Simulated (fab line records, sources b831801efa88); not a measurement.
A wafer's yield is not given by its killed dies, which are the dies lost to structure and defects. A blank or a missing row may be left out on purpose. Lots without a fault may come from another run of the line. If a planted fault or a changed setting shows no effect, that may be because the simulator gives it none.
A struck lot beside a sound one ; flow sky130 ; 15 steps out of a route of 708
Sound: these wafers, L148.1, L148.5, L148.6. The struck wafers were L152.2, L152.4, L152.6. At the end, the cause is stated.
For every step that has rows: the tool of each side, followed by ch and its chambers, followed by its first start. Under that, the readings that differ: sound wafers ; struck wafers ; difference of the means ; sigmas: that difference in standard deviations of wafers without a fault.
alike: words and numbers the same on both sides, and readings whose means are apart by under 2 such deviations; not compared: readings that were withheld, readings missing a value for some wafer, numbers with overlapping values and no deviation given by the record, and bounds like >300 which may hide the same value.
The two part at a step that has a row with sigmas, a row that says differs or no value, or rows on one side only. Numbers that don't overlap but have no deviation are shown without sigmas and don't part them. A reading missing from all wafers of one side parts the sides only when that side holds two or more wafers.

first, 3 steps without rows for these wafers: SKY_PASSIVATION_EXPOSE_08 (exposes mask NSM, target cd 3000 nm); SKY_PASSIVATION_PEB_09; SKY_PASSIVATION_DEVELOP_10 (develop time 60 s).
SKY_PASSIVATION_ETCH_11: etches the open film in CF4/O2, stops on AlCu, target depth 725 nm, time 161.1 s.
  sound on rie diel-01 ch 2,3, day 47 12:47; struck on rie diel-01 ch 0,1,3, day 48 03:37
  alike: drypump motor current A, oes product au, rf fwd power W, throttle valve pct
  not compared: rf hours counter h
SKY_PASSIVATION_STRIP_12: strips in O2/N2.
  sound on plasma asher-02 ch 0,1, day 47 12:53; struck on plasma asher-01 ch 0,1, day 48 03:43
  alike: drypump motor current A, oes product au, strip time to endpoint s
  not compared: rf hours counter h
then, 7 steps without rows for these wafers: SKY_PAD_OPEN_DEHYDRATE_00 (time 60 s); SKY_PAD_OPEN_HMDS_01 (prime time 60 s); SKY_PAD_OPEN_COAT_02 (resist thk 3000 nm); SKY_PAD_OPEN_SOFTBAKE_03; SKY_PAD_OPEN_EXPOSE_04 (exposes mask PDM, target cd 60000 nm); SKY_PAD_OPEN_PEB_05; SKY_PAD_OPEN_DEVELOP_06 (develop time 60 s).
SKY_PAD_OPEN_ETCH_07: etches the open film in CF4/O2, stops on AlCu, target depth 725 nm, time 161.1 s.
  sound on rie diel-04 ch 0,1, day 48 08:14; struck on rie diel-01 ch 1,2, day 48 21:29
reading;sound;struck;difference;sigmas
rf fwd power W (W);798.4 794.6 796.7;925.1 925.8 927.8;+129.7;+50
  alike: drypump motor current A, oes product au, throttle valve pct
  not compared: rf hours counter h
SKY_PAD_OPEN_STRIP_08: strips in O2/N2.
  sound on plasma asher-01 ch 0,1, day 48 08:20; struck on plasma asher-04 ch 0,1, day 48 21:35
reading;sound;struck;difference;sigmas
drypump motor current A (A);4.8 4.8 5.3;6.0 6.0 6.1;+1.1;+2
  alike: oes product au
  not compared: rf hours counter h
SKY_PAD_OPEN_PROBE_99:
  sound on prober-01, day 48 10:37; struck on prober-02, day 48 23:52
reading;sound;struck;difference;sigmas
killed at front end;13 13 9;16 26 21;+9;+2
  alike: defect limited yield, killed_at_M0_to_M3, killed_at_M4_up, killed at contacts, killed at other, killed dies, killed open, killed short, sort_bin_3_pad_short, sort_bin_5_function, sort_bin_6_memory, sort n pass, sort yield pct

## WHERE THEY PART
First at SKY_PAD_OPEN_ETCH_07; last, within this record, at SKY_PAD_OPEN_PROBE_99.

WHY: the cause the simulator had injected
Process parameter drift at SKY_PAD_OPEN_ETCH_07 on rie diel-01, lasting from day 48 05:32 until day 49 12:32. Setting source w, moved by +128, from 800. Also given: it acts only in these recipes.
